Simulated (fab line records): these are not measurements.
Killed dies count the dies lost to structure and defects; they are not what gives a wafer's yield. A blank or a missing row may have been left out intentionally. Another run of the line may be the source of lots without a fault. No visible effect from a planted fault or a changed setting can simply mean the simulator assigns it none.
fab line records	flow sky130
record lots=24	wafers=72	last-day=50
route steps=708 shown FIELD_ISO@1 SONOS_ONO@173 POLY_GATE@232 POLY_CUT@317 CONTACT@420
lots that met no fault: taken from a fault-free run of the same line
start-h: hours from the record's first day to the start of the lot's first wafer shown	wait-h: hours elapsed since this lot's preceding step	" repeats the value in the row above	L1.1+2: a single row standing in for several wafers	- no value, or no start given	* or withheld: withheld	< > ~ a bound
route shown NAME@n: NAME is a module with steps in the file, n the number in the route of the first one	usual: average and standard deviation across the fault-free wafers	same: alike in all rows	chamber/n: place in a boat	sites: each site's reading	_std_site: the standard deviation of these	_edge_site: the outer-site mean with the inner-site mean subtracted	radius-mm: how far each site lies from the wafer's centre	mask NAME#n: copy n	behind: the last tool/chamber to shape the wafer	hold: why the lot was held/for how many hours/how that ended	device: the transistor (n, p or np) that didn't switch	end of line: the tests these same wafers got at the end of their route	a step given without rows: its recipe and nothing more	killed: at the first sort, the dies lost to defects and structure; wafer yield is something else	map: dies across one wafer; x = killed, . = not, _ = none there
set.NAME: setting as actually run; set.NAME@STEP: the setting as run at that earlier step	model.NAME: the simulator's own value behind a step, which no gauge read
route steps across a sampled set of lots; one table per step, one row per wafer
services: from which hour (start-h, from the record's first day; less than 0 if before it) a tool's chamber was out of use, for how many hours, and why
## steps
# step SKY_FIELD_ISO_BOW_MEAS_00
# recipe mode=bow
# usual INCOMING_BOW=0/6.4
lot.wafer	tool	chamber	start-h	wait-h	INCOMING_BOW[um]
L074.1	film-metro-04	-	10.00	-	13
L074.3	"	-	"	"	-4
L074.4	"	-	"	"	-7
L075.4	film-metro-01	-	15.06	-	-4
L075.5	"	-	"	"	8
L075.6	"	-	"	"	6
L076.3	film-metro-02	-	20.04	-	-1
L076.5	"	-	"	"	8
L076.6	"	-	"	"	-2
L077.1	film-metro-02	-	25.00	-	6
L077.5	"	-	"	"	3
L077.6	"	-	"	"	3
L078.2	film-metro-01	-	30.02	-	-8
L078.3	"	-	"	"	-8
L078.5	"	-	"	"	-3
L079.1	film-metro-01	-	35.00	-	0
L079.2	"	-	"	"	-8
L079.6	"	-	"	"	-1
L080.1	film-metro-04	-	40.00	-	7
L080.3	"	-	"	"	2
L080.4	"	-	"	"	2
L081.1	film-metro-04	-	45.00	-	2
L081.3	"	-	"	"	15
L081.4	"	-	"	"	-16
L082.3	film-metro-04	-	50.04	-	4
L082.5	"	-	"	"	-7
L082.6	"	-	"	"	3
L083.2	film-metro-04	-	55.02	-	8
L083.3	"	-	"	"	7
L083.4	"	-	"	"	-8
L084.2	film-metro-02	-	60.02	-	5
L084.4	"	-	"	"	-2
L084.5	"	-	"	"	3
L085.2	film-metro-04	-	65.02	-	6
L085.3	"	-	"	"	3
L085.4	"	-	"	"	0
L086.2	film-metro-04	-	70.02	-	8
L086.4	"	-	"	"	5
L086.5	"	-	"	"	-1
L087.1	film-metro-01	-	75.00	-	3
L087.3	"	-	"	"	3
L087.5	"	-	"	"	7
L088.3	film-metro-01	-	80.04	-	0
L088.4	"	-	"	"	1
L088.5	"	-	"	"	5
L089.1	film-metro-02	-	85.00	-	3
L089.2	"	-	"	"	-5
L089.4	"	-	"	"	4
L090.2	film-metro-04	-	90.02	-	3
L090.3	"	-	"	"	4
L090.6	"	-	"	"	8
L091.1	film-metro-02	-	95.00	-	-5
L091.4	"	-	"	"	7
L091.5	"	-	"	"	11
L092.3	film-metro-01	-	100.04	-	8
L092.4	"	-	"	"	3
L092.5	"	-	"	"	-11
L093.1	film-metro-04	-	105.00	-	-2
L093.2	"	-	"	"	-3
L093.5	"	-	"	"	-2
L094.1	film-metro-04	-	110.00	-	-1
L094.5	"	-	"	"	-2
L094.6	"	-	"	"	-3
L095.1	film-metro-02	-	115.00	-	18
L095.3	"	-	"	"	4
L095.4	"	-	"	"	-1
L096.1	film-metro-04	-	120.00	-	-3
L096.2	"	-	"	"	-2
L096.5	"	-	"	"	0
L097.2	film-metro-02	-	125.02	-	1
L097.4	"	-	"	"	-6
L097.6	"	-	"	"	-1
# step SKY_SONOS_ONO_THK_MEAS_05
# recipe reads=SiO2_of_SONOS_ONO_CVD_04
# usual SONOS_ONO_CVD_04_THK=5.72/0.11
lot.wafer	tool	chamber	start-h	wait-h	SONOS_ONO_CVD_04_THK[nm]
L074.1	film-metro-04	-	254.07	0.0	5.86
L074.3	"	-	"	"	5.87
L074.4	"	-	"	"	5.89
L075.4	film-metro-01	-	262.96	0.0	5.70
L075.5	"	-	"	"	5.84
L075.6	"	-	"	"	5.72
L077.1	film-metro-04	-	276.13	0.0	5.87
L077.5	"	-	"	"	5.85
L077.6	"	-	"	"	5.75
L076.3	film-metro-02	-	276.15	0.0	5.81
L076.5	"	-	"	"	5.79
L076.6	"	-	"	"	5.79
L078.2	film-metro-02	-	286.25	0.0	5.71
L078.3	"	-	"	"	5.84
L078.5	"	-	"	"	5.66
L079.1	film-metro-01	-	293.23	0.0	5.61
L079.2	"	-	"	"	5.66
L079.6	"	-	"	"	5.57
L080.1	film-metro-01	-	297.47	0.0	5.71
L080.3	"	-	"	"	5.65
L080.4	"	-	"	"	5.73
L081.1	film-metro-04	-	310.99	0.0	5.85
L081.3	"	-	"	"	5.79
L081.4	"	-	"	"	5.74
L082.3	film-metro-04	-	322.68	0.0	5.75
L082.5	"	-	"	"	5.84
L082.6	"	-	"	"	5.73
L083.2	film-metro-04	-	338.46	0.0	5.95
L083.3	"	-	"	"	5.88
L083.4	"	-	"	"	5.83
L085.2	film-metro-04	-	340.86	0.0	5.62
L085.3	"	-	"	"	5.68
L085.4	"	-	"	"	5.64
L084.2	film-metro-01	-	343.70	0.0	5.67
L084.4	"	-	"	"	5.74
L084.5	"	-	"	"	5.65
L086.2	film-metro-01	-	344.95	0.0	5.90
L086.4	"	-	"	"	5.85
L086.5	"	-	"	"	5.86
L087.1	film-metro-04	-	361.28	0.0	5.92
L087.3	"	-	"	"	5.87
L087.5	"	-	"	"	5.82
L088.3	film-metro-01	-	370.80	0.0	5.70
L088.4	"	-	"	"	5.66
L088.5	"	-	"	"	5.64
L089.1	film-metro-04	-	386.43	0.0	5.50
L089.2	"	-	"	"	5.65
L089.4	"	-	"	"	5.52
L090.2	film-metro-02	-	386.44	0.0	5.70
L090.3	"	-	"	"	5.63
L090.6	"	-	"	"	5.67
L091.1	film-metro-01	-	398.96	0.0	5.77
L091.4	"	-	"	"	5.76
L091.5	"	-	"	"	5.64
L092.3	film-metro-02	-	401.82	0.0	5.69
L092.4	"	-	"	"	5.53
L092.5	"	-	"	"	5.60
L093.1	film-metro-04	-	404.05	0.0	5.59
L093.2	"	-	"	"	5.60
L093.5	"	-	"	"	5.63
L094.1	film-metro-04	-	412.53	0.0	5.72
L094.5	"	-	"	"	5.70
L094.6	"	-	"	"	5.74
L095.1	film-metro-04	-	417.27	0.0	5.59
L095.3	"	-	"	"	5.65
L095.4	"	-	"	"	5.57
L096.1	film-metro-04	-	431.91	0.0	5.72
L096.2	"	-	"	"	5.68
L096.5	"	-	"	"	5.80
L097.2	film-metro-04	-	440.51	0.0	5.80
L097.4	"	-	"	"	5.62
L097.6	"	-	"	"	5.52
# step SKY_SONOS_ONO_ETCH_15
# recipe target-depth-nm=19.52	chemistry=CHF3/O2	source-w=600	bias-w=200	pressure-mtorr=40	chf3-flow-sccm=50	O2_flow_sccm=5	time-s=7.613
# usual bias-w=200.1/0.54	drypump-motor-current-A=5.7/0.47	oes-product-au=1.006/0.0092	throttle-valve-pct=8.826/0.0095
lot.wafer	tool	chamber	start-h	wait-h	bias-w	drypump-motor-current-A	oes-product-au	rf-hours-counter-h	throttle-valve-pct
L074.1	rie-diel-01	3	278.79	0.0	200.8	5.7	0.996	123	8.837
L074.3	"	1	"	"	199.9	5.2	0.988	0	8.816
L074.4	"	2	"	"	199.6	4.9	0.979	0	8.818
L075.4	rie-diel-01	2	286.70	0.0	200.1	4.9	0.999	-	8.824
L075.5	"	1	"	"	199.7	5.1	1.006	-	8.820
L075.6	"	0	"	"	198.9	5.7	0.993	-	8.841
L076.3	rie-diel-01	1	300.74	0.0	200.7	5.1	1.000	0	8.832
L076.5	"	1	"	"	200.7	5.1	1.012	-	8.831
L076.6	"	2	"	"	200.5	4.9	0.998	-	8.811
L077.1	rie-diel-02	3	304.64	0.0	199.8	5.8	1.030	7	8.819
L077.5	"	2	"	"	200.0	5.8	0.986	-	8.833
L077.6	"	1	"	"	200.5	6.2	1.003	-	8.834
L078.2	rie-diel-04	1	312.02	0.0	199.7	5.6	1.006	16	8.852
L078.3	"	3	"	"	200.5	5.6	0.999	35	8.827
L078.5	"	3	"	"	200.2	5.6	1.018	-	8.837
L079.1	rie-diel-02	2	318.37	0.0	199.7	5.8	1.014	1	8.822
L079.2	"	3	"	"	200.2	5.8	1.014	7	8.842
L079.6	"	0	"	"	199.4	5.3	0.996	-	8.843
L080.1	rie-diel-01	2	322.94	0.0	200.5	4.9	0.995	1	8.821
L080.3	"	0	"	"	199.5	5.7	1.006	24	8.844
L080.4	"	1	"	"	199.4	5.1	1.014	-	8.847
L081.1	rie-diel-04	3	337.74	0.0	199.8	5.5	1.004	36	8.817
L081.3	"	2	"	"	200.4	5.7	0.995	113	8.828
L081.4	"	0	"	"	199.4	6.7	1.006	3	8.821
L082.3	rie-diel-02	0	349.64	0.0	199.5	5.3	1.003	53	8.829
L082.5	"	2	"	"	199.4	5.8	1.002	-	8.831
L082.6	"	1	"	"	199.8	6.2	1.010	-	8.829
L083.2	rie-diel-04	2	365.97	0.0	199.9	5.7	1.000	113	8.829
L083.3	"	3	"	"	199.7	5.6	1.015	37	8.824
L083.4	"	0	"	"	200.4	6.7	0.997	-	8.812
L085.2	rie-diel-04	1	368.34	0.0	199.0	5.6	1.009	17	8.802
L085.3	"	0	"	"	199.0	6.7	0.996	4	8.824
L085.4	"	2	"	"	199.6	5.7	1.001	113	8.809
L084.2	rie-diel-01	2	371.39	0.0	200.6	4.9	1.009	1	8.826
L084.4	"	0	"	"	200.4	5.7	1.015	24	8.825
L084.5	"	0	"	"	199.6	5.7	1.021	-	8.825
L086.2	rie-diel-01	0	372.89	0.0	200.8	5.7	1.016	24	8.826
L086.4	"	1	"	"	199.9	5.2	0.998	1	8.826
L086.5	"	1	"	"	199.7	5.1	1.011	-	8.840
L087.1	rie-diel-04	3	388.94	0.0	199.9	5.6	1.006	37	8.825
L087.3	"	0	"	"	200.0	6.6	1.000	4	8.834
L087.5	"	1	"	"	200.8	5.6	1.003	-	8.827
L088.3	rie-diel-04	0	398.25	0.0	199.6	6.7	0.999	-	8.826
L088.4	"	1	"	"	199.9	5.6	1.010	-	8.816
L088.5	"	1	"	"	200.9	5.6	1.009	-	8.835
L089.1	rie-diel-02	2	414.44	0.0	200.0	5.8	1.015	3	8.828
L089.2	"	0	"	"	200.2	5.2	0.996	55	8.802
L089.4	"	1	"	"	200.1	6.1	1.005	8	8.826
L090.2	rie-diel-04	1	415.22	0.0	200.5	5.6	1.010	18	8.828
L090.3	"	2	"	"	199.2	5.7	1.007	0	8.817
L090.6	"	0	"	"	200.2	6.7	1.000	-	8.836
L091.1	rie-diel-02	2	429.14	0.0	199.4	5.8	1.018	3	8.825
L091.4	"	0	"	"	199.6	5.3	1.008	55	8.826
L091.5	"	3	"	"	199.6	5.8	1.033	-	8.844
L092.3	rie-diel-02	2	431.82	0.0	199.7	5.8	1.007	3	8.838
L092.4	"	1	"	"	199.8	6.2	0.998	8	8.829
L092.5	"	3	"	"	201.0	5.8	1.030	-	8.838
L093.1	rie-diel-02	2	434.34	0.0	198.9	5.8	1.009	3	8.823
L093.2	"	0	"	"	199.7	5.3	1.009	55	8.822
L093.5	"	1	"	"	200.4	6.2	1.005	-	8.823
L094.1	rie-diel-02	0	443.49	0.0	201.2	5.3	1.013	55	8.822
L094.5	"	2	"	"	200.2	5.8	1.009	-	8.816
L094.6	"	3	"	"	201.3	5.8	0.999	-	8.828
L095.1	rie-diel-04	2	448.19	0.0	199.8	5.7	1.001	1	8.829
L095.3	"	1	"	"	201.0	5.6	1.013	20	8.806
L095.4	"	3	"	"	200.2	5.6	1.010	39	8.815
L096.1	rie-diel-04	0	462.62	0.0	200.3	6.7	1.001	6	8.823
L096.2	"	1	"	"	200.7	5.6	0.997	20	8.823
L096.5	"	0	"	"	200.8	6.7	1.012	-	8.827
L097.2	rie-diel-02	0	470.94	0.0	200.0	5.3	1.010	56	8.818
L097.4	"	2	"	"	199.3	5.8	1.007	4	8.823
L097.6	"	2	"	"	200.3	5.8	1.003	-	8.821
# step SKY_POLY_GATE_STRIP_18
# recipe chemistry=O2/N2	power-w=1400	pressure-mtorr=1500	platen-temp-c=withheld	o2-flow-sccm=3000	n2-flow-sccm=300	overash-fraction=0.5
# usual drypump-motor-current-A=5.64/0.24	oes-product-au=0.361/0.0051	strip-time-to-endpoint-s=3.16/0.04
lot.wafer	tool	chamber	start-h	wait-h	drypump-motor-current-A	oes-product-au	rf-hours-counter-h	strip-time-to-endpoint-s
L074.1	plasma-asher-03	0	366.99	0.0	5.73	0.358	25	3.13
L074.3	"	1	"	"	5.46	0.365	-	3.18
L074.4	"	0	"	"	5.72	0.360	-	3.12
L075.4	plasma-asher-02	0	375.01	0.0	5.65	0.365	-	3.15
L075.5	"	1	"	"	5.79	0.356	-	3.16
L075.6	"	0	"	"	5.63	0.360	-	3.19
L076.3	plasma-asher-02	0	389.53	0.1	5.61	0.367	-	3.20
L076.5	"	1	"	"	5.79	0.368	-	3.16
L076.6	"	0	"	"	5.61	0.356	-	3.14
L077.1	plasma-asher-03	1	392.67	0.0	5.47	0.365	28	3.13
L077.5	"	1	"	"	5.47	0.362	-	3.21
L077.6	"	0	"	"	5.74	0.362	-	3.14
L079.1	plasma-asher-02	1	417.89	0.0	5.79	0.349	55	3.15
L079.2	"	0	"	"	5.61	0.365	55	3.11
L079.6	"	0	"	"	5.59	0.367	-	3.11
L078.2	plasma-asher-03	1	418.37	0.0	5.47	0.361	31	3.20
L078.3	"	0	"	"	5.73	0.364	-	3.26
L078.5	"	0	"	"	5.73	0.364	-	3.18
L080.1	plasma-asher-03	1	425.13	0.0	5.46	0.363	32	3.20
L080.3	"	0	"	"	5.77	0.359	-	3.23
L080.4	"	1	"	"	5.47	0.364	-	3.20
L081.1	plasma-asher-02	0	434.54	0.0	5.64	0.368	57	3.18
L081.3	"	0	"	"	5.65	0.360	-	3.18
L081.4	"	1	"	"	5.76	0.359	-	3.17
L082.3	plasma-asher-02	1	444.11	0.1	5.76	0.367	-	3.16
L082.5	"	0	"	"	5.58	0.361	-	3.16
L082.6	"	1	"	"	5.78	0.356	-	3.13
L083.2	plasma-asher-03	0	463.18	0.0	5.76	0.355	36	3.14
L083.3	"	1	"	"	5.47	0.366	-	3.08
L083.4	"	0	"	"	5.73	0.363	-	3.12
L085.2	plasma-asher-02	1	466.34	0.0	5.79	0.358	60	3.12
L085.3	"	1	"	"	5.75	0.364	-	3.16
L085.4	"	0	"	"	5.59	0.354	-	3.14
L084.2	plasma-asher-03	0	469.28	0.0	5.75	0.369	36	3.19
L084.4	"	1	"	"	5.48	0.366	-	3.16
L084.5	"	0	"	"	5.72	0.362	-	3.13
L086.2	plasma-asher-02	1	471.84	0.0	5.77	0.364	61	3.18
L086.4	"	1	"	"	5.74	0.370	-	3.21
L086.5	"	0	"	"	5.61	0.365	-	3.23
L087.1	plasma-asher-02	1	488.47	0.0	5.82	0.362	63	3.12
L087.3	"	0	"	"	5.60	0.363	-	3.15
L087.5	"	0	"	"	5.61	0.352	-	3.08
L088.3	plasma-asher-02	0	498.57	0.1	5.63	0.372	-	3.17
L088.4	"	1	"	"	5.77	0.367	-	3.22
L088.5	"	1	"	"	5.74	0.357	-	3.19
L089.1	plasma-asher-03	0	512.52	0.0	5.75	0.351	41	3.04
L089.2	"	1	"	"	5.47	0.367	41	3.14
L089.4	"	0	"	"	5.77	0.359	-	3.13
L090.2	plasma-asher-02	1	515.02	0.0	5.77	0.361	65	3.16
L090.3	"	1	"	"	5.77	0.356	-	3.20
L090.6	"	1	"	"	5.77	0.358	-	3.13
L091.1	plasma-asher-02	0	526.88	0.0	5.62	0.351	67	3.18
L091.4	"	1	"	"	5.78	0.363	-	3.11
L091.5	"	1	"	"	5.79	0.358	-	3.08
L092.3	plasma-asher-03	1	532.41	0.1	5.48	0.363	-	3.17
L092.4	"	0	"	"	5.77	0.354	-	3.17
L092.5	"	1	"	"	5.48	0.348	-	3.17
L093.1	plasma-asher-03	1	535.62	0.0	5.48	0.357	43	3.17
L093.2	"	0	"	"	5.77	0.356	43	3.12
L093.5	"	0	"	"	5.76	0.366	-	3.16
L094.1	plasma-asher-02	1	542.33	0.0	5.77	0.363	68	3.17
L094.5	"	0	"	"	5.60	0.358	-	3.12
L094.6	"	1	"	"	5.79	0.350	-	3.14
L095.1	plasma-asher-01	0	545.83	0.0	4.78	0.357	85	3.17
L095.3	"	1	"	"	6.25	0.364	-	3.19
L095.4	"	0	"	"	4.77	0.361	-	3.14
L096.1	plasma-asher-01	1	560.33	0.0	6.22	0.370	87	3.22
L096.2	"	0	"	"	4.77	0.356	87	3.22
L096.5	"	1	"	"	6.24	0.364	-	3.20
L097.2	plasma-asher-03	1	572.83	0.0	5.47	0.360	47	3.21
L097.4	"	0	"	"	5.71	0.355	-	3.19
L097.6	"	1	"	"	5.47	0.366	-	3.17
# step SKY_POLY_CUT_ETCH_10
# recipe chemistry=N2/H2	target=BARC	ion-energy-ev=200	source-w=500	bias-w=100	pressure-mtorr=30	n2-flow-sccm=100	h2-flow-sccm=200	stop-on=SiO2	time-s=45.9	target-depth-a=600
# usual bias-w=100.0/0.3	drypump-motor-current-A=5.7/0.53	oes-product-au=0.854/0.0046	throttle-valve-pct=13.224/0.0092
lot.wafer	tool	chamber	start-h	wait-h	bias-w	drypump-motor-current-A	oes-product-au	rf-hours-counter-h	throttle-valve-pct
L074.1	rie-diel-03	0	554.89	0.0	100.2	5.1	0.857	7	13.231
L074.3	"	1	"	"	100.2	6.5	0.855	82	13.230
L074.4	"	3	"	"	100.2	5.9	0.856	-	13.240
L075.4	rie-diel-04	1	561.12	0.0	99.7	5.6	0.854	22	13.233
L075.5	"	3	"	"	100.4	5.6	0.867	-	13.230
L075.6	"	0	"	"	99.7	6.7	0.851	-	13.212
L076.3	rie-diel-03	2	576.85	0.0	100.5	6.2	0.848	0	13.225
L076.5	"	2	"	"	99.6	6.2	0.851	-	13.230
L076.6	"	3	"	"	99.7	5.8	0.858	-	13.227
L077.1	rie-diel-01	2	581.62	0.0	100.3	4.9	0.851	3	13.220
L077.5	"	2	"	"	100.2	4.9	0.860	-	13.232
L077.6	"	1	"	"	100.2	5.2	0.852	-	13.214
L078.2	rie-diel-01	1	605.57	0.0	100.3	5.2	0.858	3	13.225
L078.3	"	2	"	"	99.3	4.9	0.862	4	13.227
L078.5	"	0	"	"	100.0	5.7	0.853	-	13.222
L079.1	rie-diel-03	0	607.42	0.0	100.2	5.1	0.864	8	13.236
L079.2	"	2	"	"	100.2	6.2	0.858	1	13.224
L079.6	"	1	"	"	100.1	6.5	0.857	-	13.220
L080.1	rie-diel-03	2	612.12	0.0	99.2	6.2	0.849	1	13.206
L080.3	"	1	"	"	100.5	6.4	0.861	0	13.237
L080.4	"	0	"	"	100.4	5.1	0.852	8	13.235
L081.1	rie-diel-01	1	618.80	0.0	99.4	5.2	0.853	4	13.224
L081.3	"	2	"	"	99.6	4.9	0.849	4	13.232
L081.4	"	0	"	"	99.8	5.7	0.857	27	13.216
L082.3	rie-diel-01	3	633.37	0.0	100.2	5.8	0.853	3	13.219
L082.5	"	0	"	"	100.0	5.7	0.845	-	13.231
L082.6	"	3	"	"	100.2	5.7	0.856	-	13.230
L083.2	rie-diel-04	3	646.22	0.0	100.2	5.6	0.855	43	13.229
L083.3	"	1	"	"	100.1	5.6	0.860	23	13.214
L083.4	"	0	"	"	99.6	6.7	0.851	10	13.227
L085.2	rie-diel-04	0	654.20	0.0	99.7	6.7	0.853	10	13.225
L085.3	"	1	"	"	100.3	5.6	0.855	23	13.218
L085.4	"	2	"	"	100.3	5.7	0.849	5	13.236
L084.2	rie-diel-03	2	654.32	0.0	99.5	6.2	0.860	2	13.222
L084.4	"	1	"	"	100.0	6.5	0.849	1	13.223
L084.5	"	3	"	"	100.1	5.8	0.851	-	13.220
L086.2	rie-diel-03	1	657.93	0.0	99.7	6.5	0.852	1	13.225
L086.4	"	3	"	"	100.3	5.9	0.858	16	13.215
L086.5	"	0	"	"	99.5	5.1	0.851	-	13.221
L087.1	rie-diel-03	1	672.87	0.0	99.9	6.5	0.852	2	13.210
L087.3	"	2	"	"	99.3	6.2	0.863	2	13.221
L087.5	"	3	"	"	99.6	5.9	0.853	-	13.220
L088.3	rie-diel-01	1	680.82	0.0	99.1	5.2	0.852	5	13.220
L088.4	"	0	"	"	100.0	5.7	0.854	28	13.217
L088.5	"	3	"	"	100.3	5.7	0.851	-	13.227
L089.1	rie-diel-03	2	691.09	0.0	100.4	6.2	0.858	3	13.204
L089.2	"	3	"	"	100.1	5.9	0.854	17	13.240
L089.4	"	1	"	"	100.7	6.4	0.859	2	13.214
L090.2	rie-diel-01	0	696.32	0.0	100.0	5.7	0.852	29	13.203
L090.3	"	3	"	"	100.7	5.7	0.860	5	13.212
L090.6	"	2	"	"	99.6	4.9	0.856	-	13.223
L091.1	rie-diel-03	0	703.84	0.0	99.9	5.1	0.853	10	13.226
L091.4	"	2	"	"	100.1	6.3	0.849	3	13.226
L091.5	"	1	"	"	100.0	6.4	0.853	-	13.234
L092.3	rie-diel-01	2	711.27	0.0	99.6	4.9	0.856	6	13.216
L092.4	"	3	"	"	100.0	5.7	0.857	5	13.225
L092.5	"	0	"	"	100.1	5.7	0.854	-	13.229
L093.1	rie-diel-04	0	712.60	0.0	100.1	6.7	0.856	12	13.225
L093.2	"	3	"	"	100.1	5.6	0.862	45	13.226
L093.5	"	3	"	"	100.7	5.6	0.855	-	13.216
L094.1	rie-diel-01	2	716.55	0.0	99.6	4.9	0.852	6	13.236
L094.5	"	3	"	"	99.7	5.8	0.853	-	13.218
L094.6	"	2	"	"	99.7	4.9	0.849	-	13.221
L095.1	rie-diel-01	3	723.17	0.0	99.8	5.7	0.851	5	13.235
L095.3	"	0	"	"	100.1	5.7	0.854	29	13.223
L095.4	"	1	"	"	99.8	5.2	0.842	6	13.215
L096.1	rie-diel-01	1	736.95	0.0	100.1	5.1	0.859	6	13.211
L096.2	"	0	"	"	100.0	5.7	0.847	29	13.221
L096.5	"	3	"	"	100.1	5.7	0.845	-	13.228
L097.2	rie-diel-03	1	752.81	0.0	100.0	6.5	0.851	4	13.228
L097.4	"	3	"	"	100.1	5.9	0.852	19	13.223
L097.6	"	2	"	"	100.1	6.2	0.848	-	13.212
# step SKY_CONTACT_CD_MEAS_14
# recipe target-cd-nm=170
# usual cd-nm=170.1/1.6
lot.wafer	tool	chamber	start-h	wait-h	cd-nm
L074.1	cd-sem-02	-	730.58	-	169.3
L074.3	"	-	"	"	170.9
L074.4	"	-	"	"	172.0
L075.4	cd-sem-01	-	735.09	-	167.8
L075.5	"	-	"	"	168.5
L075.6	"	-	"	"	169.0
L076.3	cd-sem-02	-	753.52	-	167.5
L076.5	"	-	"	"	168.6
L076.6	"	-	"	"	168.5
L077.1	cd-sem-02	-	755.88	-	170.1
L077.5	"	-	"	"	169.9
L077.6	"	-	"	"	170.3
L078.2	cd-sem-01	-	777.32	-	168.9
L078.3	"	-	"	"	169.4
L078.5	"	-	"	"	170.2
L079.1	cd-sem-01	-	780.35	-	169.2
L079.2	"	-	"	"	169.9
L079.6	"	-	"	"	167.4
L080.1	cd-sem-02	-	783.85	-	170.4
L080.3	"	-	"	"	171.3
L080.4	"	-	"	"	170.3
L081.1	cd-sem-02	-	790.13	-	169.6
L081.3	"	-	"	"	168.6
L081.4	"	-	"	"	168.2
L082.3	cd-sem-02	-	804.12	-	170.6
L082.5	"	-	"	"	170.1
L082.6	"	-	"	"	169.0
L083.2	cd-sem-02	-	815.87	-	166.1
L083.3	"	-	"	"	166.9
L083.4	"	-	"	"	166.0
L085.2	cd-sem-02	-	823.37	-	172.6
L085.3	"	-	"	"	171.5
L085.4	"	-	"	"	172.6
L084.2	cd-sem-02	-	824.35	-	170.2
L084.4	"	-	"	"	169.9
L084.5	"	-	"	"	170.8
L086.2	cd-sem-01	-	824.62	-	171.8
L086.4	"	-	"	"	172.0
L086.5	"	-	"	"	170.2
L087.1	cd-sem-01	-	841.59	-	170.7
L087.3	"	-	"	"	170.5
L087.5	"	-	"	"	170.7
L088.3	cd-sem-02	-	849.39	-	171.4
L088.4	"	-	"	"	170.4
L088.5	"	-	"	"	169.5
L089.1	cd-sem-01	-	857.09	-	169.1
L089.2	"	-	"	"	166.8
L089.4	"	-	"	"	169.1
L090.2	cd-sem-02	-	862.86	-	171.2
L090.3	"	-	"	"	174.6
L090.6	"	-	"	"	171.9
L091.1	cd-sem-01	-	869.93	-	170.6
L091.4	"	-	"	"	171.0
L091.5	"	-	"	"	169.8
L092.3	cd-sem-01	-	875.49	-	171.6
L092.4	"	-	"	"	171.5
L092.5	"	-	"	"	170.7
L093.1	cd-sem-02	-	878.75	-	170.0
L093.2	"	-	"	"	170.3
L093.5	"	-	"	"	170.1
L094.1	cd-sem-02	-	881.15	-	169.8
L094.5	"	-	"	"	169.5
L094.6	"	-	"	"	168.8
L095.1	cd-sem-02	-	887.80	-	168.6
L095.3	"	-	"	"	169.4
L095.4	"	-	"	"	168.2
L096.1	cd-sem-02	-	900.40	-	170.5
L096.2	"	-	"	"	171.3
L096.5	"	-	"	"	172.7
L097.2	cd-sem-02	-	915.61	-	172.4
L097.4	"	-	"	"	172.3
L097.6	"	-	"	"	170.7
## services
tool	chamber	start-h	hours	kind
rie-diel-01	3	283.63	4.2	repair
rie-diel-01	0	293.87	9.2	repair
rie-diel-04	2	310.71	19.4	repair
rie-diel-01	-	332.58	2.2	repair
rie-diel-04	1	361.90	4.6	repair
rie-diel-01	-	373.91	76.0	repair
rie-diel-01	3	377.91	1.2	repair
rie-diel-04	3	395.67	4.8	repair
rie-diel-04	-	410.33	1.0	repair
rie-diel-01	2	417.09	8.3	repair
rie-diel-04	0	463.48	2.3	repair
rie-diel-01	2	466.31	17.0	repair
rie-diel-01	-	500.85	4.0	pm
rie-diel-01	3	507.38	4.6	repair
rie-diel-01	1	509.17	15.9	repair
rie-diel-04	1	526.10	6.1	repair
rie-diel-01	-	536.35	0.3	repair
rie-diel-04	-	545.19	2.6	repair
rie-diel-04	-	559.49	1.4	repair
rie-diel-01	1	584.90	7.7	repair
rie-diel-04	-	587.12	14.6	pm
rie-diel-04	1	621.00	4.7	repair
rie-diel-01	2	626.75	2.4	repair
rie-diel-01	2	641.39	2.8	repair
## key
fault none
